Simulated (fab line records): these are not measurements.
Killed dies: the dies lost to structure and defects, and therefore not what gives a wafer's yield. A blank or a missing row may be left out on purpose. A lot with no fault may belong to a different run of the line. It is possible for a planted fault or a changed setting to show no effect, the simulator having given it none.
Which tool is to blame? :: flow sky130 :: 14 lots, 42 wafers sampled, at 3 steps of a route of 708

## WHAT THE GAUGES READ, wafer by wafer
The record holds no reading of a measuring or inspecting step that can be judged against a usual standard deviation.

## WHICH TOOL RAN EACH LOT (tool, then ch and the chambers of the sampled wafers, then the start)
lot: L363
SKY_SD_N_SOFTBAKE_03: litho_track-04 ch 0, day 27 23:02
SKY_SD_N_STRIP_11: plasma_asher-02 ch 0,1, day 28 13:44
SKY_PAD_OPEN_PROBE_99: -

lot: L365
SKY_SD_N_SOFTBAKE_03: litho_track-03 ch 0, day 28 16:08
SKY_SD_N_STRIP_11: plasma_asher-03 ch 0,1, day 29 07:20
SKY_PAD_OPEN_PROBE_99: -

lot: L367
SKY_SD_N_SOFTBAKE_03: litho_track-01 ch 0, day 29 06:20
SKY_SD_N_STRIP_11: plasma_asher-03 ch 0,1, day 29 20:19
SKY_PAD_OPEN_PROBE_99: prober-01, day 47 12:40

lot: L369
SKY_SD_N_SOFTBAKE_03: litho_track-01 ch 0, day 29 23:37
SKY_SD_N_STRIP_11: plasma_asher-04 ch 0,1, day 30 14:28
SKY_PAD_OPEN_PROBE_99: prober-02, day 48 00:38

lot: L373
SKY_SD_N_SOFTBAKE_03: litho_track-03 ch 0, day 31 10:28
SKY_SD_N_STRIP_11: plasma_asher-02 ch 0,1, day 32 00:38
SKY_PAD_OPEN_PROBE_99: prober-02, day 49 02:52

lot: L374
SKY_SD_N_SOFTBAKE_03: litho_track-01 ch 0, day 31 14:22
SKY_SD_N_STRIP_11: plasma_asher-02 ch 0,1, day 32 04:29
SKY_PAD_OPEN_PROBE_99: prober-01, day 49 04:44

lot: L376
SKY_SD_N_SOFTBAKE_03: litho_track-03 ch 0, day 32 05:53
SKY_SD_N_STRIP_11: plasma_asher-02 ch 0,1, day 32 20:16
SKY_PAD_OPEN_PROBE_99: prober-02, day 49 14:31

lot: L378
SKY_SD_N_SOFTBAKE_03: litho_track-04 ch 0, day 32 21:24
SKY_SD_N_STRIP_11: plasma_asher-03 ch 0,1, day 33 10:55
SKY_PAD_OPEN_PROBE_99: -

lot: L381
SKY_SD_N_SOFTBAKE_03: litho_track-01 ch 0, day 33 17:04
SKY_SD_N_STRIP_11: plasma_asher-04 ch 0,1, day 34 07:22
SKY_PAD_OPEN_PROBE_99: -

lot: L382
SKY_SD_N_SOFTBAKE_03: litho_track-04 ch 0, day 34 04:57
SKY_SD_N_STRIP_11: plasma_asher-04 ch 0,1, day 34 18:52
SKY_PAD_OPEN_PROBE_99: -

lot: L384
SKY_SD_N_SOFTBAKE_03: litho_track-01 ch 0, day 34 20:31
SKY_SD_N_STRIP_11: plasma_asher-02 ch 0,1, day 35 10:31
SKY_PAD_OPEN_PROBE_99: -

lot: L383
SKY_SD_N_SOFTBAKE_03: litho_track-04 ch 0, day 35 01:01
SKY_SD_N_STRIP_11: plasma_asher-04 ch 0,1, day 35 14:52
SKY_PAD_OPEN_PROBE_99: -

lot: L385
SKY_SD_N_SOFTBAKE_03: litho_track-03 ch 0, day 35 02:49
SKY_SD_N_STRIP_11: plasma_asher-03 ch 0,1, day 35 16:28
SKY_PAD_OPEN_PROBE_99: -

lot: L386
SKY_SD_N_SOFTBAKE_03: litho_track-03 ch 0, day 35 11:47
SKY_SD_N_STRIP_11: plasma_asher-03 ch 0,1, day 36 01:19
SKY_PAD_OPEN_PROBE_99: -
- SKY_SD_N_SOFTBAKE_03: time 60 s.
- SKY_SD_N_STRIP_11: strips in O2/N2.
- SKY_PAD_OPEN_PROBE_99

## AS READ BY THE TOOLS THEMSELVES (means over the sampled wafers that have a number; for cases with no such wafer, the mark the record gives instead)
SKY_SD_N_SOFTBAKE_03.
lot: L363
tool: litho_track-04
heater_power_total_W (W): 56.61
plate_temp_C (C): 90.02
resist_line_temp_C (C): 23.06

lot: L365
tool: litho_track-03
heater_power_total_W (W): 56.59
plate_temp_C (C): 90.19
resist_line_temp_C (C): 22.95

lot: L367
tool: litho_track-01
heater_power_total_W (W): 56.61
plate_temp_C (C): 90.11
resist_line_temp_C (C): 22.84

lot: L369
tool: litho_track-01
heater_power_total_W (W): 56.58
plate_temp_C (C): 89.79
resist_line_temp_C (C): 22.99

lot: L373
tool: litho_track-03
heater_power_total_W (W): 59.39
plate_temp_C (C): 93.09
resist_line_temp_C (C): 23.07

lot: L374
tool: litho_track-01
heater_power_total_W (W): 56.61
plate_temp_C (C): 89.89
resist_line_temp_C (C): 23.09

lot: L376
tool: litho_track-03
heater_power_total_W (W): 59.47
plate_temp_C (C): 93.14
resist_line_temp_C (C): 22.98

lot: L378
tool: litho_track-04
heater_power_total_W (W): 56.62
plate_temp_C (C): 89.96
resist_line_temp_C (C): 23.00

lot: L381
tool: litho_track-01
heater_power_total_W (W): 56.57
plate_temp_C (C): 90.02
resist_line_temp_C (C): 23.01

lot: L382
tool: litho_track-04
heater_power_total_W (W): 56.61
plate_temp_C (C): 89.96
resist_line_temp_C (C): 23.05

lot: L384
tool: litho_track-01
heater_power_total_W (W): 56.58
plate_temp_C (C): 90.00
resist_line_temp_C (C): 23.07

lot: L383
tool: litho_track-04
heater_power_total_W (W): 56.61
plate_temp_C (C): 89.79
resist_line_temp_C (C): 23.00

lot: L385
tool: litho_track-03
heater_power_total_W (W): 56.61
plate_temp_C (C): 89.99
resist_line_temp_C (C): 22.96

lot: L386
tool: litho_track-03
heater_power_total_W (W): 56.61
plate_temp_C (C): 89.90
resist_line_temp_C (C): 22.95

SKY_SD_N_STRIP_11.
lot: L363
tool: plasma_asher-02
drypump_motor_current_A (A): 5.6
oes_product_au (a.u.): 0.528
strip_time_to_endpoint_s (s): 22.53

lot: L365
tool: plasma_asher-03
drypump_motor_current_A (A): 5.6
oes_product_au (a.u.): 0.526
strip_time_to_endpoint_s (s): 22.52

lot: L367
tool: plasma_asher-03
drypump_motor_current_A (A): 5.8
oes_product_au (a.u.): 0.526
strip_time_to_endpoint_s (s): 22.60

lot: L369
tool: plasma_asher-04
drypump_motor_current_A (A): 5.6
oes_product_au (a.u.): 0.526
strip_time_to_endpoint_s (s): 22.55

lot: L373
tool: plasma_asher-02
drypump_motor_current_A (A): 5.6
oes_product_au (a.u.): 0.527
strip_time_to_endpoint_s (s): 22.42

lot: L374
tool: plasma_asher-02
drypump_motor_current_A (A): 5.6
oes_product_au (a.u.): 0.524
strip_time_to_endpoint_s (s): 22.60

lot: L376
tool: plasma_asher-02
drypump_motor_current_A (A): 5.6
oes_product_au (a.u.): 0.525
strip_time_to_endpoint_s (s): 22.36

lot: L378
tool: plasma_asher-03
drypump_motor_current_A (A): 5.6
oes_product_au (a.u.): 0.530
strip_time_to_endpoint_s (s): 22.56

lot: L381
tool: plasma_asher-04
drypump_motor_current_A (A): 5.4
oes_product_au (a.u.): 0.528
strip_time_to_endpoint_s (s): 22.56

lot: L382
tool: plasma_asher-04
drypump_motor_current_A (A): 5.4
oes_product_au (a.u.): 0.525
strip_time_to_endpoint_s (s): 22.57

lot: L384
tool: plasma_asher-02
drypump_motor_current_A (A): 5.3
oes_product_au (a.u.): 0.528
strip_time_to_endpoint_s (s): 22.54

lot: L383
tool: plasma_asher-04
drypump_motor_current_A (A): 5.4
oes_product_au (a.u.): 0.529
strip_time_to_endpoint_s (s): 22.50

lot: L385
tool: plasma_asher-03
drypump_motor_current_A (A): 5.8
oes_product_au (a.u.): 0.525
strip_time_to_endpoint_s (s): 22.50

lot: L386
tool: plasma_asher-03
drypump_motor_current_A (A): 5.8
oes_product_au (a.u.): 0.524
strip_time_to_endpoint_s (s): 22.59

SKY_PAD_OPEN_PROBE_99.
lot: L367
tool: prober-01
killed_at_M0_to_M3: 51
killed_at_M4_up: 2.7
killed_at_contacts: 25
killed_at_front_end: 12
killed_at_other: 0.0
killed_dies: 91
killed_on_rim: 17
killed_open: 53
killed_short: 38

lot: L369
tool: prober-02
killed_at_M0_to_M3: 47
killed_at_M4_up: 3.3
killed_at_contacts: 24
killed_at_front_end: 14
killed_at_other: 1.0
killed_dies: 90
killed_on_rim: 20
killed_open: 50
killed_short: 40

lot: L373
tool: prober-02
killed_at_M0_to_M3: 46
killed_at_M4_up: 4.7
killed_at_contacts: 20
killed_at_front_end: 13
killed_at_other: 0.0
killed_dies: 83
killed_on_rim: 17
killed_open: 41
killed_short: 42

lot: L374
tool: prober-01
killed_at_M0_to_M3: 47
killed_at_M4_up: 1.3
killed_at_contacts: 25
killed_at_front_end: 12
killed_at_other: 0.0
killed_dies: 86
killed_on_rim: 17
killed_open: 50
killed_short: 36

lot: L376
tool: prober-02
killed_at_M0_to_M3: 40
killed_at_M4_up: 3.0
killed_at_contacts: 29
killed_at_front_end: 16
killed_at_other: 0.3
killed_dies: 88
killed_on_rim: 20
killed_open: 47
killed_short: 41

## THE ANSWER, worked out from the rows above alone
Rule: the usual values come from the lots themselves. Put in order of their means at a reading, lots are off if they are a third of the lots or fewer, leave a main group of 4 or more, and stand apart from it by a gap of 3 or more times the standard deviation of the main group's means; of several such gaps the widest counts. The tables above print the reading to a certain number of digits; a main group whose means all agree to those digits is not used. Also off: a lot with no number at a reading for which 4 or more lots have one. Any other lot the step has rows for is counted as sound. The gauges are gone through in route order, then the tools' own readings, and for those a lot's mean is taken as printed above. The first step at which some lot is off is used, and at that step the reading that is off furthest; a lot without a number counts as furthest.
Off: L373, L376, at SKY_SD_N_SOFTBAKE_03 (heater_power_total_W). For the main group the mean is 56.60 W and the standard deviation 0.016.
A tool fits if, at that step or a process step before it, it ran every lot that is off, and no sound lot after the first of them. Of those tried, none fits.

## WHAT WAS PUT IN BY THE SIMULATOR
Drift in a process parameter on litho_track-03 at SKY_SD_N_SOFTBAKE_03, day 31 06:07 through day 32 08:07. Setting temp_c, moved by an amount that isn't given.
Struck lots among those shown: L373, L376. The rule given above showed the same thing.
